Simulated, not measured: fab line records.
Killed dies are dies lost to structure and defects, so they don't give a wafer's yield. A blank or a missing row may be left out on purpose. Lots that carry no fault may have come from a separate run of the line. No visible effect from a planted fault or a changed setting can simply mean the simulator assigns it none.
Struck lot and sound lot, side by side | flow sky130 | 16 steps out of a route of 708
Sound: these wafers, L122.1, L122.3, L122.6. Wafers L133.2, L133.5, L133.6 were the ones struck. Last of all comes the cause.
Order at every step that has rows: each side's tool, ch and its chambers, its first start. Under that, the readings that differ: sound wafers | struck wafers | difference of the means | sigmas: that difference in standard deviations of wafers without a fault.
alike: words and numbers the same on both sides, and readings whose means are apart by under 2 such deviations; not compared: readings that were withheld, readings missing a value for some wafer, numbers with overlapping values and no deviation given by the record, and bounds like >300 which may hide the same value.
The two part at a step that has a row with sigmas, a row that says differs or no value, or rows on one side only. Non-overlapping numbers with no deviation appear without sigmas and do not part them. Lack of a reading on every wafer of one side parts them only where that side has two or more wafers.

first, 8 steps without rows for these wafers: SKY_METAL1_DEHYDRATE_07 (time 60 s); SKY_METAL1_HMDS_08 (prime time 60 s); SKY_METAL1_COAT_09 (resist thk 60 nm); SKY_METAL1_COAT_10 (resist thk 450 nm); SKY_METAL1_SOFTBAKE_11 (time 90 s); SKY_METAL1_EXPOSE_12 (exposes mask MM1, target cd 140 nm); SKY_METAL1_PEB_13; SKY_METAL1_DEVELOP_14 (develop time 60 s).
SKY_METAL1_CD_MEAS_15: the cd target is 140 nm.
  struck on cdSem-02, day 38 21:20; sound on cdSem-02, day 35 14:20
  alike: cdNm
SKY_METAL1_OVL_MEAS_16:
  struck on overlay-02, day 38 21:27; sound on overlay-02, day 35 14:27
  alike: METAL1_OVL
SKY_METAL1_DESCUM_17: chemistry O2, time 8 s.
  sound on rieMetal-04 ch 1, day 35 14:29; struck on rieMetal-04 ch 0,1, day 38 21:29
  alike: chamberPressureMTorr, drypumpMotorCurrentA, oesProductAu, rfFwdPowerW
  not compared: rfHoursCounterH
SKY_METAL1_ETCH_18: etches BARC in N2/H2, stops on SiO2, time 45.9 s, target depth 60 nm.
  sound on rieMetal-04 ch 1, day 35 14:32; struck on rieMetal-04 ch 0,1, day 38 21:31
  alike: chamberPressureMTorr, drypumpMotorCurrentA, oesProductAu, rfFwdPowerW, throttleValvePct
  not compared: rfHoursCounterH
SKY_METAL1_METAL_ETCH_19: etches the open film in Cl2/BCl3, stops on SiO2, target depth 360 nm, time 78 s.
  sound on rieMetal-04 ch 1, day 35 14:37; struck on rieMetal-04 ch 0,1, day 38 21:34
reading                                      | sound             | struck                  | difference | sigmas
oesProductAu (a.u.)                          | 0.852 0.856 0.861 | 0.903 0.895 0.900       | +0.043     | +7
overEtchFrac                                 | 0.3 0.3 0.3       | 0.19011 0.19011 0.19011 | -0.10989   | 
model.KrF-thick_of_METAL1_COAT_10.thkNm (nm) | 157.7 157.7 156.4 | 176.6 178.3 179.9       | +21.0      | 
  alike: chamberPressureMTorr, drypumpMotorCurrentA, rfFwdPowerW, throttleValvePct
  not compared: rfHoursCounterH
SKY_METAL1_STRIP_20: strips in O2/N2.
  sound on plasmaAsher-04 ch 0,1, day 35 14:44; struck on plasmaAsher-04 ch 0,1, day 38 21:40
reading                  | sound             | struck            | difference | sigmas
oesProductAu (a.u.)      | 0.344 0.343 0.340 | 0.359 0.358 0.348 | +0.013     | +3
stripTimeToEndpointS (s) | 2.68 2.68 2.67    | 2.91 2.92 2.93    | +0.24      | +6
  alike: chamberPressureMTorr, drypumpMotorCurrentA
  not compared: rfHoursCounterH
then, 1 step without rows for these wafers: SKY_METAL1_STRIP_21 (strips in post etch residue remover, time 1200 s).
-- the record jumps here: 11 days lie between the struck wafers' starts before and after (it left off in module METAL1 and takes up again in module PAD_OPEN, whose first step shown is number 708 of the route) --
SKY_PAD_OPEN_PROBE_99:
  struck on prober-02, day 50 08:33; sound on prober-01, day 48 00:14
  alike: defectLimitedYield, killed_at_M0_to_M3, killed_at_M4_up, killedAtContacts, killedAtFrontEnd, killedAtOther, killedDies, killedOnRim, killedOpen, killedShort, sort_bin_3_pad_short, sort_bin_5_function, sort_bin_6_memory, sortNPass, sortYieldPct

WHERE THEY PART
Last at SKY_METAL1_STRIP_20 as far as this record goes, first at SKY_METAL1_METAL_ETCH_19. Later steps at which nothing parts them and some readings are alike: SKY_PAD_OPEN_PROBE_99.

WHY: what the simulator had put in
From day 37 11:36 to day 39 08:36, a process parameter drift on rieMetal-04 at SKY_METAL1_METAL_ETCH_19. From 0.3, the setting overEtchFrac moved by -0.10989. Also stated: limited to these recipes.
